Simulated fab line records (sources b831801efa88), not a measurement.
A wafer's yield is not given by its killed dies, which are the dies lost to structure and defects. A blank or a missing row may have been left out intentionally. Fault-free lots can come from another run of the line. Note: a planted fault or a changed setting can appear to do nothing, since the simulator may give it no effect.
Which tool was responsible? | flow sky130 | 72 wafers from 24 lots sampled at 5 of the route's 708 steps

== WHAT THE GAUGES READ, wafer by wafer ==
SKY_FIELD_ISO_THK_MEAS_04. Usual: for FIELD_ISO_CVD_03_THK the level is 164.6 nm and the standard deviation is 1.3.
lot  | measured    | on            | FIELD_ISO_CVD_03_THK (nm) | flag
L074 | day 1 15:38 | film metro-04 | 164.7 165.5 166.0         |
L075 | day 1 21:25 | film metro-02 | 163.7 162.6 162.8         |
L076 | day 2 01:35 | film metro-02 | 163.0 162.5 163.2         |
L077 | day 2 06:04 | film metro-01 | 166.3 166.9 166.4         |
L078 | day 2 10:04 | film metro-01 | 166.1 164.2 164.8         |
L079 | day 2 15:13 | film metro-01 | 166.3 164.7 166.4         |
L080 | day 2 20:45 | film metro-01 | 164.6 164.1 163.9         |
L081 | day 3 00:49 | film metro-01 | 164.3 164.9 164.5         |
L082 | day 3 06:44 | film metro-01 | 161.5 161.8 161.9         |
L083 | day 3 13:40 | film metro-01 | 163.8 163.5 162.7         |
L084 | day 3 19:56 | film metro-01 | 163.5 164.4 165.0         |
L085 | day 4 00:25 | film metro-01 | 164.8 162.9 163.7         |
L086 | day 4 04:40 | film metro-02 | 165.1 166.2 166.5         |
L087 | day 4 11:22 | film metro-01 | 167.8 166.4 166.1         |
L088 | day 4 13:08 | film metro-01 | 164.6 164.8 166.1         |
L089 | day 4 17:20 | film metro-04 | 164.2 164.6 163.7         |
L090 | day 4 21:52 | film metro-01 | 165.1 165.1 164.3         |
L091 | day 5 02:50 | film metro-02 | 166.4 164.9 165.4         |
L092 | day 5 08:37 | film metro-01 | 163.9 166.4 165.3         |
L093 | day 5 12:45 | film metro-02 | 165.3 166.0 164.8         |
L094 | day 5 18:40 | film metro-02 | 163.4 164.6 163.7         |
L095 | day 5 23:06 | film metro-01 | 163.8 164.7 163.2         |
L096 | day 6 04:58 | film metro-02 | 164.9 163.8 164.8         |
L097 | day 6 09:20 | film metro-04 | 162.1 164.0 164.6         |

SKY_LI_CONTACT_CD_MEAS_12 targets a cd of 170 nm. Usual: cd nm 169.5 nm, standard deviation 1.5.
lot  | measured     | on        | cd nm (nm)        | flag
L074 | day 29 11:53 | cd sem-01 | 167.8 167.7 168.2 |
L075 | day 29 13:35 | cd sem-02 | 172.5 172.4 172.4 |
L076 | day 29 16:33 | cd sem-01 | 170.5 171.0 170.1 |
L077 | day 30 03:14 | cd sem-02 | 171.5 172.0 172.0 |
L078 | day 30 09:53 | cd sem-02 | 169.8 170.6 168.3 |
L079 | day 30 20:38 | cd sem-02 | 166.6 164.2 165.5 |
L080 | day 31 00:25 | cd sem-01 | 170.4 168.7 171.3 |
L081 | day 31 12:47 | cd sem-02 | 167.7 170.5 166.7 |
L082 | day 31 22:01 | cd sem-01 | 168.5 168.7 169.7 |
L083 | day 32 10:13 | cd sem-02 | 169.9 170.0 171.3 |
L084 | day 32 10:59 | cd sem-01 | 170.2 171.1 169.4 |
L085 | day 32 21:15 | cd sem-01 | 170.9 170.1 169.7 |
L086 | day 33 04:23 | cd sem-01 | 168.9 170.8 170.7 |
L087 | day 34 13:32 | cd sem-01 | 170.8 169.0 170.5 |
L088 | day 34 14:07 | cd sem-02 | 169.5 169.1 167.7 |
L089 | day 34 14:29 | cd sem-01 | 172.1 170.6 170.1 |
L090 | day 34 15:25 | cd sem-01 | 168.7 170.3 167.9 |
L091 | day 34 16:59 | cd sem-01 | 170.4 168.2 169.9 |
L092 | day 34 18:43 | cd sem-02 | 167.6 168.5 167.9 |
L093 | day 34 20:50 | cd sem-02 | 168.8 167.4 168.3 |
L094 | day 35 07:55 | cd sem-02 | 169.9 169.9 168.9 |
L095 | day 35 20:50 | cd sem-01 | 169.8 170.1 168.9 |
L096 | day 36 08:53 | cd sem-01 | 171.2 170.3 170.2 |
L097 | day 36 10:00 | cd sem-02 | 170.5 170.3 169.6 |

SKY_METAL3_CD_MEAS_13 targets a cd of 300 nm. Usual: cd nm 300.1 nm, standard deviation 1.1.
lot  | measured     | on        | cd nm (nm)        | flag
L074 | day 38 19:47 | cd sem-02 | 298.2 300.3 298.8 |
L075 | day 38 22:23 | cd sem-01 | 302.7 299.9 299.7 |
L076 | day 39 01:09 | cd sem-02 | 300.2 299.5 301.6 |
L077 | day 39 10:50 | cd sem-01 | 301.5 301.1 301.4 |
L078 | day 39 18:10 | cd sem-01 | 298.8 300.9 299.7 |
L079 | day 40 01:23 | cd sem-01 | 300.0 301.4 301.5 |
L080 | day 40 05:25 | cd sem-02 | 298.5 297.0 296.6 |
L081 | day 40 15:20 | cd sem-01 | 299.3 300.3 299.1 |
L082 | day 40 22:55 | cd sem-02 | 301.3 301.6 300.9 |
L083 | day 41 11:29 | cd sem-02 | 298.6 299.8 300.1 |
L084 | day 41 11:44 | cd sem-01 | 299.3 298.7 299.1 |
L085 | day 41 22:12 | cd sem-02 | 300.0 300.2 298.5 |
L086 | day 42 01:36 | cd sem-01 | 299.3 299.1 298.9 |
L087 | day 43 08:17 | cd sem-02 | 300.8 299.0 301.3 |
L088 | day 43 10:13 | cd sem-01 | 300.4 299.9 300.9 |
L089 | day 43 10:39 | cd sem-02 | 299.6 299.9 299.4 |
L090 | day 43 10:52 | cd sem-01 | 299.5 299.8 301.2 |
L091 | day 43 11:14 | cd sem-02 | 300.4 301.5 302.7 |
L092 | day 43 12:47 | cd sem-02 | 300.8 300.8 300.7 |
L093 | day 43 16:08 | cd sem-01 | 299.5 300.0 300.3 |
L094 | day 44 00:52 | cd sem-01 | 300.2 299.8 300.9 |
L095 | day 44 13:23 | cd sem-02 | 301.5 300.7 300.8 |
L096 | day 44 21:32 | cd sem-01 | 301.8 301.2 301.1 |
L097 | day 44 22:02 | cd sem-02 | 301.8 301.1 300.6 |

== EACH LOT AND THE TOOL THAT RAN IT (in order: tool; ch and the chambers of the sampled wafers; start) ==
lot  | SKY_LOCAL_INTERCONNECT_SPUTTER_00 | SKY_CAPM_STRIP_14
L074 | pvd sputter-02, day 29 13:11      | plasma asher-03 ch 0,1, day 37 17:19
L075 | pvd sputter-04, day 29 14:57      | plasma asher-03 ch 0,1, day 37 20:25
L076 | pvd sputter-02, day 29 17:51      | plasma asher-03 ch 0,1, day 37 22:49
L077 | pvd sputter-04, day 30 04:42      | plasma asher-04 ch 0, day 38 09:27
L078 | pvd sputter-02, day 30 11:22      | plasma asher-01 ch 0,1, day 38 17:31
L079 | pvd sputter-02, day 30 22:07      | plasma asher-01 ch 0,1, day 39 00:15
L080 | pvd sputter-02, day 31 01:44      | plasma asher-04 ch 0,1, day 39 04:23
L081 | pvd sputter-04, day 31 14:17      | plasma asher-03 ch 0,1, day 39 14:22
L082 | pvd sputter-02, day 31 23:20      | plasma asher-04 ch 0,1, day 39 21:28
L083 | pvd sputter-04, day 32 11:30      | plasma asher-03 ch 0,1, day 40 10:31
L084 | pvd sputter-02, day 32 12:17      | plasma asher-04 ch 0,1, day 40 10:52
L085 | pvd sputter-04, day 32 22:33      | plasma asher-01 ch 0,1, day 40 21:55
L086 | pvd sputter-02, day 33 05:41      | plasma asher-03 ch 0,1, day 41 01:58
L087 | pvd sputter-04, day 34 14:50      | plasma asher-04 ch 0,1, day 42 08:13
L088 | pvd sputter-02, day 34 15:26      | plasma asher-01 ch 0,1, day 42 09:43
L089 | pvd sputter-04, day 34 15:47      | plasma asher-04 ch 0,1, day 42 10:22
L090 | pvd sputter-01, day 34 16:44      | plasma asher-03 ch 0,1, day 42 10:23
L091 | pvd sputter-04, day 34 18:17      | plasma asher-01 ch 0,1, day 42 11:10
L092 | pvd sputter-02, day 34 20:02      | plasma asher-03 ch 0,1, day 42 13:01
L093 | pvd sputter-04, day 34 22:08      | plasma asher-04 ch 0,1, day 42 16:13
L094 | pvd sputter-04, day 35 09:14      | plasma asher-03 ch 0,1, day 43 01:13
L095 | pvd sputter-01, day 35 22:09      | plasma asher-03 ch 0,1, day 43 14:01
L096 | pvd sputter-01, day 36 10:11      | plasma asher-04 ch 0,1, day 43 21:52
L097 | pvd sputter-04, day 36 11:18      | plasma asher-04 ch 0,1, day 43 23:43
- SKY_LOCAL_INTERCONNECT_SPUTTER_00: material TiN, target thk 100 nm, time 83.3 s.
- SKY_CAPM_STRIP_14: strips in O2/N2.

== WHAT THE TOOLS THEMSELVES READ (means of the sampled wafers that have a number; where no wafer has one, the mark that the record gives instead) ==
SKY_LOCAL_INTERCONNECT_SPUTTER_00. Usual: cathode dc power W 6500.0 W, standard deviation 1.2; throttle valve pct 29.7 %, standard deviation 1.3.
lot  | tool           | cathode dc power W (W) | throttle valve pct (%) | flag
L074 | pvd sputter-02 | 6499.2                 | 29.1                   |
L075 | pvd sputter-04 | 6500.6                 | 30.4                   |
L076 | pvd sputter-02 | 6499.2                 | 30.1                   |
L077 | pvd sputter-04 | 6498.4                 | 30.8                   |
L078 | pvd sputter-02 | 6500.2                 | 29.7                   |
L079 | pvd sputter-02 | 6499.8                 | 29.0                   |
L080 | pvd sputter-02 | 6500.4                 | 29.4                   |
L081 | pvd sputter-04 | 6500.1                 | 28.7                   |
L082 | pvd sputter-02 | 6500.7                 | 29.5                   |
L083 | pvd sputter-04 | 6499.2                 | 30.6                   |
L084 | pvd sputter-02 | 6499.8                 | 30.0                   |
L085 | pvd sputter-04 | 6499.6                 | 29.0                   |
L086 | pvd sputter-02 | 6499.6                 | 28.5                   |
L087 | pvd sputter-04 | 6500.8                 | 28.8                   |
L088 | pvd sputter-02 | 6500.2                 | 29.0                   |
L089 | pvd sputter-04 | 6500.4                 | 30.4                   |
L090 | pvd sputter-01 | 6499.8                 | 30.4                   |
L091 | pvd sputter-04 | 6499.0                 | 28.3                   |
L092 | pvd sputter-02 | 6500.0                 | 29.4                   |
L093 | pvd sputter-04 | 6499.6                 | 29.7                   |
L094 | pvd sputter-04 | 6499.5                 | 29.1                   |
L095 | pvd sputter-01 | 6500.3                 | 30.0                   |
L096 | pvd sputter-01 | 6499.6                 | 30.1                   |
L097 | pvd sputter-04 | 6501.3                 | 30.4                   |

SKY_CAPM_STRIP_14. Usual: drypump motor current A 5.8 A, standard deviation 0.42; oes product au 0.710 a.u., standard deviation 0.0042; strip time to endpoint s 12.66 s, standard deviation 0.038.
lot  | tool            | drypump motor current A (A) | oes product au (a.u.) | strip time to endpoint s (s) | flag
L074 | plasma asher-03 | 5.6                         | 0.717                 | 12.68                        |
L075 | plasma asher-03 | 5.9                         | 0.706                 | 12.67                        |
L076 | plasma asher-03 | 5.9                         | 0.712                 | 12.67                        |
L077 | plasma asher-04 | 5.9                         | 0.707                 | 12.66                        |
L078 | plasma asher-01 | 5.8                         | 0.710                 | 12.64                        |
L079 | plasma asher-01 | 5.8                         | 0.714                 | 12.64                        |
L080 | plasma asher-04 | 5.8                         | 0.713                 | 12.62                        |
L081 | plasma asher-03 | 5.6                         | 0.710                 | 12.65                        |
L082 | plasma asher-04 | 5.8                         | 0.712                 | 12.67                        |
L083 | plasma asher-03 | 5.9                         | 0.709                 | 12.72                        |
L084 | plasma asher-04 | 5.8                         | 0.708                 | 12.66                        |
L085 | plasma asher-01 | 5.5                         | 0.713                 | 12.68                        |
L086 | plasma asher-03 | 5.6                         | 0.707                 | 12.68                        |
L087 | plasma asher-04 | 5.8                         | 0.710                 | 12.68                        |
L088 | plasma asher-01 | 5.9                         | 0.713                 | 12.66                        |
L089 | plasma asher-04 | 5.8                         | 0.710                 | 12.70                        |
L090 | plasma asher-03 | 5.9                         | 0.711                 | 12.66                        |
L091 | plasma asher-01 | 5.5                         | 0.709                 | 12.64                        |
L092 | plasma asher-03 | 5.9                         | 0.708                 | 12.68                        |
L093 | plasma asher-04 | 5.8                         | 0.710                 | 12.61                        |
L094 | plasma asher-03 | 5.6                         | 0.708                 | 12.61                        |
L095 | plasma asher-03 | 5.6                         | 0.707                 | 12.71                        |
L096 | plasma asher-04 | 5.9                         | 0.710                 | 12.65                        |
L097 | plasma asher-04 | 5.8                         | 0.711                 | 12.62                        |

== THE ANSWER, worked out from the rows above alone ==
Rule: a lot counts as off when the mean over its wafers that have a number is more than 3 standard deviations away from the usual mean. Also off: a lot with no number at a reading for which 4 or more lots have one. The other lots that the step has rows for count as sound. Order of review: gauges by route order, followed by the tools' own readings, for which a lot's mean as printed above is used. At the first step where some lot is off, the reading lying furthest off is the one used; lots without a number count as furthest.
Across all readings shown, no lot is off: no conclusion can be drawn from this.

== WHAT THE SIMULATOR HAD INSERTED ==
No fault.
